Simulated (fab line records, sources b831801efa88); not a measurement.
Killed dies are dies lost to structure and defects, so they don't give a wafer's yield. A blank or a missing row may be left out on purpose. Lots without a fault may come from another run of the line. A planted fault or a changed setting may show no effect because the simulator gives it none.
fab line records | flow sky130
record lots=6 wafers=18 last_day=49
route steps=708 shown LI_CONTACT@385 LOCAL_INTERCONNECT@387 PAD_OPEN@708
lots that met no fault: from a run of the same line without faults
start_h: hours from the record's first day to the start of the lot's first wafer shown | wait_h: hours since the lot's step before | " the same as in the row above | L1.1+2: a row that stands for several wafers | - no value, or no start given | * or withheld: withheld | < > ~ a bound
route shown NAME@n: a module of which the file shows steps, and the number in the route of the first | usual: mean/standard deviation of fault-free wafers | same: alike in all rows | chamber/n: place in a boat | sites: the reading at each site | _std_site: their standard deviation | _edge_site: outer sites' mean less inner sites' | radius_mm: how far each site lies from the wafer's centre | mask NAME#n: copy n | behind: the tool/chamber that last shaped the wafer | hold: why the lot was held/for how many hours/how that ended | device: the transistor (n, p or np) that didn't switch | end of line: the same wafers' tests at the end of the route | a step without rows: its recipe alone | killed: dies lost to structure and defects at the first sort, not the wafer's yield | map: a wafer's dies, x killed, . not, _ none there
set.NAME: the setting as run; set.NAME@STEP: as run at that earlier step | model.NAME: the simulator's own value behind a step, which no gauge read
lots at some steps of the route; a table a step, a row a wafer
services: from which hour (start_h, from the record's first day; less than 0 if before it) a tool's chamber was out of use, for how many hours, and why
## steps
# step SKY_LI_CONTACT_THK_MEAS_23
# recipe thk_meas_gauge=xrf reads=W_of_LI_CONTACT_CVD_21
# usual LI_CONTACT_W_THK=413/7
# columns lot.wafer tool chamber start_h wait_h LI_CONTACT_W_THK[nm]
L935.2 film_metro-01 - 736.01 0.1 405
L935.3 " - " " 400
L935.6 " - " " 403
L938.2 film_metro-03 - 750.44 0.1 409
L938.5 " - " " 410
L938.6 " - " " 412
L942.2 film_metro-01 - 789.79 0.1 410
L942.4 " - " " 415
L942.5 " - " " 411
L946.1 film_metro-01 - 819.03 0.1 402
L946.4 " - " " 404
L946.5 " - " " 404
L945.1 film_metro-03 - 819.63 0.1 418
L945.2 " - " " 419
L945.4 " - " " 417
L947.2 film_metro-03 - 827.51 0.1 416
L947.5 " - " " 414
L947.6 " - " " 411
# step SKY_LI_CONTACT_CMP_24
# recipe stop_on=PSG t_overpolish_s=20 down_force_psi=3.5 platen_rpm=60 target_thk_nm=0 pad_velocity_m_s=0.94248
# usual motor_current_A=10.2/0.98 overpolish_run_s=20.000/0.0087 slurry_filter_dp_kPa=13.51/0.14 time_to_endpoint_s=97/3.7
# columns lot.wafer tool chamber start_h wait_h motor_current_A overpolish_run_s slurry_filter_dp_kPa time_to_endpoint_s
L935.3 cmp-02 0 736.11 0.1 9.8 19.982 13.54 96
L935.2 " 1 " " 11.7 20.005 13.55 96
L935.6 " 3 " " 9.6 19.993 13.41 103
L938.2 cmp-01 1 750.49 0.0 11.3 19.998 13.50 96
L938.6 " 1 " " 11.4 20.003 13.25 91
L938.5 " 2 " " 9.4 20.010 13.69 94
L942.4 cmp-01 3 789.96 0.1 8.7 19.992 13.42 100
L942.2 " 0 " " 9.4 20.006 14.00 97
L942.5 " 3 " " 8.9 20.013 13.36 100
L946.4 cmp-02 3 819.17 0.1 9.7 20.018 13.36 102
L946.1 " 0 " " 10.4 19.982 13.46 96
L946.5 " 2 " " 10.8 19.992 13.45 99
L945.4 cmp-01 0 819.69 0.0 9.1 20.009 13.52 97
L945.1 " 2 " " 9.9 20.009 13.59 99
L945.2 " 3 " " 8.8 19.991 13.50 101
L947.2 cmp-01 1 827.76 0.2 11.6 19.991 13.53 98
L947.6 " 0 " " 9.5 20.017 13.59 96
L947.5 " 1 " " 11.3 20.001 13.56 99
# step SKY_LOCAL_INTERCONNECT_SPUTTER_00
# recipe material=TiN target_thk_nm=100 temp_c=300 power_w=6500 time_s=83.3 chamber_pressure_pa=0.4
# usual chamber_pressure_pa=0.4000/0.00083 susceptor_temp_C=300.00/0.17 throttle_valve_pct=30.6/1
# columns lot.wafer tool chamber start_h wait_h chamber_pressure_pa susceptor_temp_C throttle_valve_pct
L935.2 pvd_sputter-02 - 736.36 0.1 0.3991 300.06 29.9
L935.3 " - " " 0.4004 300.25 29.2
L935.6 " - " " 0.3986 299.85 29.5
L938.2 pvd_sputter-02 - 750.79 0.2 0.3994 300.16 29.9
L938.5 " - " " 0.4011 299.93 29.2
L938.6 " - " " 0.4004 300.49 31.0
L942.2 pvd_sputter-02 - 790.26 0.2 0.3997 300.00 30.2
L942.4 " - " " 0.3975 299.82 29.1
L942.5 " - " " 0.3986 299.78 29.2
L946.1 pvd_sputter-03 - 819.42 0.1 0.4003 299.83 31.9
L946.4 " - " " 0.4001 299.74 30.5
L946.5 " - " " 0.3987 300.08 31.8
L945.1 pvd_sputter-02 - 819.99 0.1 0.3991 300.01 29.2
L945.2 " - " " 0.4009 299.88 30.0
L945.4 " - " " 0.4001 299.94 31.4
L947.2 pvd_sputter-02 - 828.01 0.2 0.3997 300.02 29.8
L947.5 " - " " 0.4002 300.00 29.8
L947.6 " - " " 0.3999 300.34 30.4
# step SKY_LOCAL_INTERCONNECT_RS_MEAS_01
# recipe thk_meas_gauge=four-point-probe reads=TiN_of_LOCAL_INTERCONNECT_SPUTTER_00
# usual LOCAL_INTERCONNECT_TIN_RS=14.11/0.15
# columns lot.wafer tool chamber start_h wait_h LOCAL_INTERCONNECT_TIN_RS[ohm/sq]
L935.2 film_metro-01 - 736.44 0.1 14.16
L935.3 " - " " 14.00
L935.6 " - " " 14.15
L938.2 film_metro-04 - 750.88 0.1 14.23
L938.5 " - " " 14.18
L938.6 " - " " 14.28
L942.2 film_metro-01 - 790.35 0.1 14.15
L942.4 " - " " 14.05
L942.5 " - " " 14.09
L946.1 film_metro-01 - 819.48 0.0 14.25
L946.4 " - " " 14.18
L946.5 " - " " 14.25
L945.1 film_metro-03 - 820.06 0.0 13.76
L945.2 " - " " 13.96
L945.4 " - " " 13.88
L947.2 film_metro-04 - 828.09 0.1 14.34
L947.5 " - " " 14.44
L947.6 " - " " 14.27
# step SKY_LOCAL_INTERCONNECT_THK_MEAS_02
# recipe thk_meas_gauge=xrf reads=TiN_of_LOCAL_INTERCONNECT_SPUTTER_00
# usual LOCAL_INTERCONNECT_TIN_THK=99.2/1.3
# columns lot.wafer tool chamber start_h wait_h LOCAL_INTERCONNECT_TIN_THK[nm]
L935.2 film_metro-01 - 736.55 0.1 98.4
L935.3 " - " " 99.3
L935.6 " - " " 98.3
L938.2 film_metro-04 - 750.99 0.1 98.4
L938.5 " - " " 99.5
L938.6 " - " " 98.3
L942.2 film_metro-01 - 790.46 0.1 98.3
L942.4 " - " " 99.2
L942.5 " - " " 98.9
L946.1 film_metro-01 - 819.60 0.1 97.2
L946.4 " - " " 98.3
L946.5 " - " " 97.3
L945.1 film_metro-03 - 820.18 0.1 102.5
L945.2 " - " " 100.9
L945.4 " - " " 101.1
L947.2 film_metro-04 - 828.20 0.1 97.3
L947.5 " - " " 96.7
L947.6 " - " " 97.9
# step SKY_LOCAL_INTERCONNECT_DEHYDRATE_03
# recipe temp_c=200 time_s=60
# step SKY_LOCAL_INTERCONNECT_HMDS_04
# recipe prime_time_s=60 prime_temp_c=120
# step SKY_LOCAL_INTERCONNECT_COAT_05
# recipe resist=BARC temp_c=withheld time_s=withheld spin_rpm=3000 resist_thk_nm=60
# step SKY_LOCAL_INTERCONNECT_COAT_06
# recipe resist=KrF-thick spin_rpm=3000 resist_thk_nm=450
# step SKY_LOCAL_INTERCONNECT_SOFTBAKE_07
# recipe temp_c=100 time_s=90 resist=KrF-thick
# step SKY_LOCAL_INTERCONNECT_EXPOSE_08
# recipe mask_id=LI1M na=0.8 source_shape=annular sigma_inner=0.55 sigma_outer=0.85 target_cd_nm=170 dose_mj=28
# step SKY_LOCAL_INTERCONNECT_PEB_09
# recipe peb_temp_c=withheld peb_time_s=withheld resist=KrF-thick
# step SKY_LOCAL_INTERCONNECT_DEVELOP_10
# recipe develop_time_s=60 resist=KrF-thick dev_temp_c=21
# usual developer_temp_C=21.00/0.11
# same develop_time_s=60
# columns lot.wafer tool chamber start_h wait_h developer_temp_C
L935.2 litho_track-01 0 763 - 21.73
L935.3 " 0 " " 21.66
L935.6 " 0 " " 21.81
L938.2 litho_track-01 0 777 - 21.87
L938.5 " 0 " " 21.79
L938.6 " 0 " " 21.86
L942.2 litho_track-03 0 815 - 20.90
L942.4 " 0 816 - 20.96
L942.5 " 0 " " 20.91
L946.1 litho_track-04 0 845 - 21.09
L946.4 " 0 " " 21.18
L946.5 " 0 " " 21.18
L945.1 litho_track-01 0 846 - 20.76
L945.2 " 0 " " 21.01
L945.4 " 0 " " 20.87
L947.2 litho_track-03 0 853 - 20.85
L947.5 " 0 854 - 20.94
L947.6 " 0 " " 20.80
# step SKY_LOCAL_INTERCONNECT_CD_MEAS_11
# recipe target_cd_nm=170
# usual cd_nm=169.6/1.5
# columns lot.wafer tool chamber start_h wait_h cd_nm
L935.2 cd_sem-01 - 763.41 - 169.1
L935.3 " - " " 169.9
L935.6 " - " " 169.9
L938.2 cd_sem-01 - 777.61 - 168.7
L938.5 " - " " 168.1
L938.6 " - " " 166.3
L942.2 cd_sem-01 - 816.14 - 172.4
L942.4 " - " " 171.3
L942.5 " - " " 172.5
L946.1 cd_sem-01 - 845.79 - 170.9
L946.4 " - " " 169.1
L946.5 " - " " 170.5
L945.1 cd_sem-01 - 846.69 - 170.9
L945.2 " - " " 171.1
L945.4 " - " " 171.8
L947.2 cd_sem-02 - 854.14 - 168.1
L947.5 " - " " 171.0
L947.6 " - " " 170.4
# step SKY_PAD_OPEN_PROBE_99
# usual killed_at_M0_to_M3=43/7.7 killed_at_M4_up=3.4/1.9 killed_at_contacts=25/5.6 killed_at_front_end=14/4.3 killed_at_other=0.2/0.5 killed_dies=86/10 killed_on_rim=17/4.1 killed_open=47/7.2 killed_short=39/6.7
# same gross_dies=492 killed_at_back_side=0
# columns lot.wafer tool chamber start_h wait_h killed_at_M0_to_M3 killed_at_M4_up killed_at_contacts killed_at_front_end killed_at_other killed_dies killed_on_rim killed_open killed_short
L935.2 prober-02 - 1120.38 0.1 47 2 24 18 0 91 16 56 35
L935.3 prober-02 - 1120.43 0.2 37 4 26 5 0 72 11 42 30
L935.6 prober-02 - 1120.58 0.2 42 1 21 17 0 81 23 51 30
L938.2 prober-01 - 1130.91 0.1 43 4 27 6 0 80 14 46 34
L938.5 prober-01 - 1131.06 0.2 51 6 26 22 0 105 20 59 46
L938.6 prober-01 - 1131.11 0.2 43 1 34 24 0 102 24 65 37
L942.2 prober-01 - 1156.26 0.1 28 8 21 17 0 74 13 38 36
L942.4 prober-01 - 1156.36 0.2 64 7 19 9 0 99 21 57 42
L942.5 prober-01 - 1156.41 0.2 40 1 29 16 0 86 16 51 35
L946.1 prober-01 - 1178.00 0.1 48 6 23 22 1 100 15 44 56
L946.4 prober-01 - 1178.15 0.2 35 2 24 18 0 79 13 38 41
L946.5 prober-01 - 1178.20 0.2 43 8 28 8 1 88 12 48 40
L945.1 prober-01 - 1179.50 0.1 54 3 13 17 3 90 19 42 48
L945.2 prober-01 - 1179.55 0.1 44 2 20 15 0 81 16 39 42
L945.4 prober-01 - 1179.65 0.2 46 6 20 14 0 86 19 47 39
L947.2 prober-02 - 1185.26 0.1 27 5 34 13 0 79 16 45 34
L947.5 prober-02 - 1185.41 0.2 37 2 37 15 1 92 23 56 36
L947.6 prober-02 - 1185.46 0.2 32 2 29 19 0 82 19 44 38
# killed by level:class
L935.2 METAL2:geometric_particle:short=11 CONTACT:geometric_particle:open=9 VIA1:geometric_particle:open=8 LI_CONTACT:geometric_particle:open=8 VIA3:geometric_particle:open=8 VIA2:geometric_particle:open=6 POLY_GATE:geometric_particle:open=5 FIELD_ISO:geometric_particle:open=4
L935.3 CONTACT:geometric_particle:open=11 VIA1:geometric_particle:open=11 LI_CONTACT:geometric_particle:open=7 VIA3:geometric_particle:open=6 METAL1:geometric_particle:short=5 POLY_GATE:geometric_particle:short=4 LI_CONTACT:geometric_particle:short=3 VIA1:geometric_particle:short=3
L935.6 VIA1:geometric_particle:open=14 CONTACT:geometric_particle:open=7 LI_CONTACT:geometric_particle:open=5 LI_CONTACT:geometric_particle:short=5 VIA1:geometric_particle:short=5 METAL2:geometric_particle:short=5 FIELD_ISO:geometric_particle:short=4 FIELD_ISO:geometric_particle:open=4
L938.2 CONTACT:geometric_particle:open=12 VIA1:geometric_particle:open=9 LI_CONTACT:geometric_particle:open=8 METAL1:geometric_particle:short=8 VIA2:geometric_particle:open=7 CONTACT:geometric_particle:short=5 METAL2:geometric_particle:short=5 VIA1:geometric_particle:short=4
L938.5 VIA1:geometric_particle:open=12 CONTACT:geometric_particle:open=10 FIELD_ISO:geometric_particle:open=8 VIA3:geometric_particle:open=7 METAL1:geometric_particle:short=6 METAL2:geometric_particle:short=6 FIELD_ISO:geometric_particle:short=5 LI_CONTACT:geometric_particle:open=5
L938.6 CONTACT:geometric_particle:open=13 VIA1:geometric_particle:open=13 LI_CONTACT:geometric_particle:open=11 FIELD_ISO:geometric_particle:short=9 FIELD_ISO:geometric_particle:open=9 METAL1:geometric_particle:short=7 VIA3:geometric_particle:short=4 POLY_GATE:geometric_particle:open=4
L942.2 CONTACT:geometric_particle:open=9 FIELD_ISO:geometric_particle:short=8 VIA1:geometric_particle:open=7 METAL2:geometric_particle:short=5 CONTACT:geometric_particle:short=5 METAL4:geometric_particle:short=5 LI_CONTACT:geometric_particle:open=4 FIELD_ISO:geometric_particle:open=3
L942.4 VIA1:geometric_particle:open=15 VIA2:geometric_particle:open=13 CONTACT:geometric_particle:open=8 METAL1:geometric_particle:short=7 VIA1:geometric_particle:short=6 VIA3:geometric_particle:open=6 LI_CONTACT:geometric_particle:open=5 METAL2:geometric_particle:short=5
L942.5 CONTACT:geometric_particle:open=12 LI_CONTACT:geometric_particle:open=9 VIA2:geometric_particle:open=8 VIA1:geometric_particle:open=7 VIA3:geometric_particle:open=7 POLY_GATE:geometric_particle:short=5 VIA1:geometric_particle:short=5 FIELD_ISO:geometric_particle:short=4
L946.1 FIELD_ISO:geometric_particle:short=8 CONTACT:geometric_particle:open=8 METAL1:geometric_particle:short=8 FIELD_ISO:geometric_particle:open=7 VIA2:geometric_particle:open=7 VIA1:geometric_particle:open=7 VIA2:geometric_particle:short=7 LI_CONTACT:geometric_particle:open=6
L946.4 CONTACT:geometric_particle:open=12 POLY_GATE:geometric_particle:short=7 METAL1:geometric_particle:short=7 VIA2:geometric_particle:open=6 LI_CONTACT:geometric_particle:open=5 CONTACT:geometric_particle:short=5 VIA1:geometric_particle:short=5 VIA1:geometric_particle:open=5
L946.5 VIA1:geometric_particle:open=12 CONTACT:geometric_particle:open=10 VIA3:geometric_particle:open=8 LI_CONTACT:geometric_particle:open=7 VIA1:geometric_particle:short=7 METAL1:geometric_particle:short=6 METAL4:geometric_particle:short=6 METAL2:geometric_particle:short=4
L945.1 METAL1:geometric_particle:short=12 VIA3:geometric_particle:open=7 VIA1:geometric_particle:open=7 VIA3:geometric_particle:short=6 METAL2:geometric_particle:short=6 VIA1:geometric_particle:short=5 FIELD_ISO:geometric_particle:open=4 POLY_GATE:geometric_particle:open=4
L945.2 VIA2:geometric_particle:open=7 VIA1:geometric_particle:open=7 LI_CONTACT:geometric_particle:open=6 LOCAL_INTERCONNECT:geometric_particle:short=6 VIA3:geometric_particle:open=5 METAL1:geometric_particle:short=5 POLY_GATE:geometric_particle:open=4 CONTACT:geometric_particle:open=4
L945.4 CONTACT:geometric_particle:open=9 VIA1:geometric_particle:open=9 FIELD_ISO:geometric_particle:open=7 VIA3:geometric_particle:open=7 METAL1:geometric_particle:short=7 VIA2:geometric_particle:open=6 METAL2:geometric_particle:short=5 LOCAL_INTERCONNECT:geometric_particle:short=4
L947.2 LI_CONTACT:geometric_particle:open=11 VIA1:geometric_particle:open=10 CONTACT:geometric_particle:short=7 CONTACT:geometric_particle:open=7 LOCAL_INTERCONNECT:geometric_particle:short=6 FIELD_ISO:geometric_particle:short=4 VIA2:geometric_particle:open=4 METAL2:geometric_particle:short=4
L947.5 CONTACT:geometric_particle:open=12 VIA1:geometric_particle:open=10 LI_CONTACT:geometric_particle:open=10 CONTACT:geometric_particle:short=7 VIA2:geometric_particle:open=6 FIELD_ISO:geometric_particle:open=4 LOCAL_INTERCONNECT:geometric_particle:short=4 METAL1:geometric_particle:short=4
L947.6 CONTACT:geometric_particle:open=10 CONTACT:geometric_particle:short=8 VIA1:geometric_particle:open=8 LI_CONTACT:geometric_particle:open=7 FIELD_ISO:geometric_particle:open=6 FIELD_ISO:geometric_particle:short=6 VIA2:geometric_particle:open=6 VIA3:geometric_particle:short=4
## services
# columns tool chamber start_h hours kind
pvd_sputter-02 - 736.49 1.7 repair
cmp-02 - 744.26 4.0 pm
cmp-02 - 748.26 - consumable_replace:conditioner
cmp-02 - 748.26 - consumable_replace:pad
cmp-02 - 763.98 7.1 repair
pvd_sputter-02 - 764.27 1.9 repair
cmp-02 - 771.37 1.0 repair
cmp-02 - 776.88 11.8 repair
cmp-02 - 783.87 12.0 repair
cmp-01 - 796.02 7.4 pm
pvd_sputter-03 - 796.38 8.3 repair
cmp-02 - 812.85 1.7 repair
cmp-02 - 814.53 3.2 pm
cmp-02 - 819.42 8.4 pm
cmp-01 - 832.54 1.8 repair
cmp-01 - 837.20 4.2 pm
## key
first_sign step=SKY_LOCAL_INTERCONNECT_DEVELOP_10 reading=developer_temp_C direction=up sigmas=7 usual=* struck=*
effect none on later readings
met_at SKY_LOCAL_INTERCONNECT_DEVELOP_10
struck_wafers L935.2,L935.3,L935.6,L938.2,L938.5,L938.6
tester_left_out L935,L938
fault kind=process_parameter_drift tool=litho_track-01 chamber=- onset_h=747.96 steps=SKY_LOCAL_INTERCONNECT_DEVELOP_10 channel=dev_temp_c offset=* shape=step end_h=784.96 acts_in=* stated=*
# tester_left_out: of these lots the tester's yield and bins aren't shown, on N5 and GAA mostly nor the transistor test; their killed dies are dies lost to structure and defects alone, not to doping, threshold or leakage, so they don't give the yield
